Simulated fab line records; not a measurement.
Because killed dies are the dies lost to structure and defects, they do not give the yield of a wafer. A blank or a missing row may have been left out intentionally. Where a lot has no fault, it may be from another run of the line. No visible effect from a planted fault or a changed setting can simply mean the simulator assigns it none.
Code-filled problem report in 8D (eight disciplines) form ; flow sky130 ; the parts of the form that need people (team, actions taken, sign-off) are left out

## 1. THE ISSUE
At SKY_CAPM_CVD_00, rf-fwd-power-W averages 371.2 W over 3 wafers from 2 lots, while fault-free wafers read 441.8 W, standard deviation 2.2. That puts it -32 standard deviations away from the usual mean.
The step: deposits SiO2, target thk 15.5 nm.
First observed at day 39 03:47: wafer L683.1, on pecvd-02. The record has a number at this step for 18 wafers belonging to 6 lots. Rule for "out", or "out of limits": more than 4 standard deviations from the usual mean. The rest of the wafers with a number are treated as sound.

## 2. WHAT IT IS; WHAT IT IS NOT
question;is;is not
which readings at this step;rf-fwd-power-W;heater-power-w
which lots;L683, L684;L681, L689, L695, L697
which wafers of those lots;L683.1, L683.5, L684.1;L683.2, L684.3, L684.5
read on which tools;pecvd-02;pecvd-01, pecvd-03
when;from day 39 03:47;"up to then (4 sound wafers); but 11 sound wafers of L684, L689, L695, L697 came after"

## 3. SUSPECTS, AND WHAT RULES EACH OUT
Counting: any tool at a process step up to the reading remains a suspect provided it ran every lot that is out. Sound lots after the first of them don't rule it out here, since some wafers of a struck lot are sound.
- pecvd-02 at SKY_CAPM_CVD_00 (deposits SiO2, target thk 15.5 nm): kept. Ran every lot that is out, first one L683 (day 39 03:47); last sound lot up to then L681 (day 38 13:49). Out on those wafers are its own readings of rf-fwd-power-W.
- Within pecvd-02 at SKY_CAPM_CVD_00: the wafers that are out ran in chamber 1; their sound lot-mates ran in chamber 0.
Remaining after the count: pecvd-02 at SKY_CAPM_CVD_00.

## 4. THE CAUSE (what the simulator had put in)
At SKY_CAPM_CVD_00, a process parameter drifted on pecvd-02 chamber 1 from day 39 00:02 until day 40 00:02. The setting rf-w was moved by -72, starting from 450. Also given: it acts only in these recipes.
The count eliminated every tool but this one.

## 5. THE CHAIN OF EFFECTS, in route order
Rows list readings where the struck wafers' mean (over those with a number) sits beyond 3 standard deviations from the usual. Scope: only readings with a usual standard deviation given in the record; hours: median across lots of the time from each lot's start at the first step in this table that gives one to its start at this step; sigmas: change in usual standard deviations.
hours;step;reading;usual;on struck wafers;change;sigmas
0;SKY_CAPM_CVD_00;rf-fwd-power-W;441.8 W;371.2;-70.6;-32
Process steps it contains:
- SKY_CAPM_CVD_00: deposits SiO2, target thk 15.5 nm.
Later measuring or inspecting steps at which every struck wafer that the step has a row for has a number for every such reading, and none has moved that far: SKY_CAPM_THK_MEAS_01, SKY_CAPM_RS_MEAS_03, SKY_CAPM_THK_MEAS_04, SKY_CAPM_OVL_MEAS_12, SKY_METAL3_CD_MEAS_13, SKY_METAL3_OVL_MEAS_14.

## 6. WHAT WOULD HAVE CAUGHT IT SOONER
4 hours passed between the start of the fault at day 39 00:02 and the first reading out of limits in this record, taken at day 39 03:47.
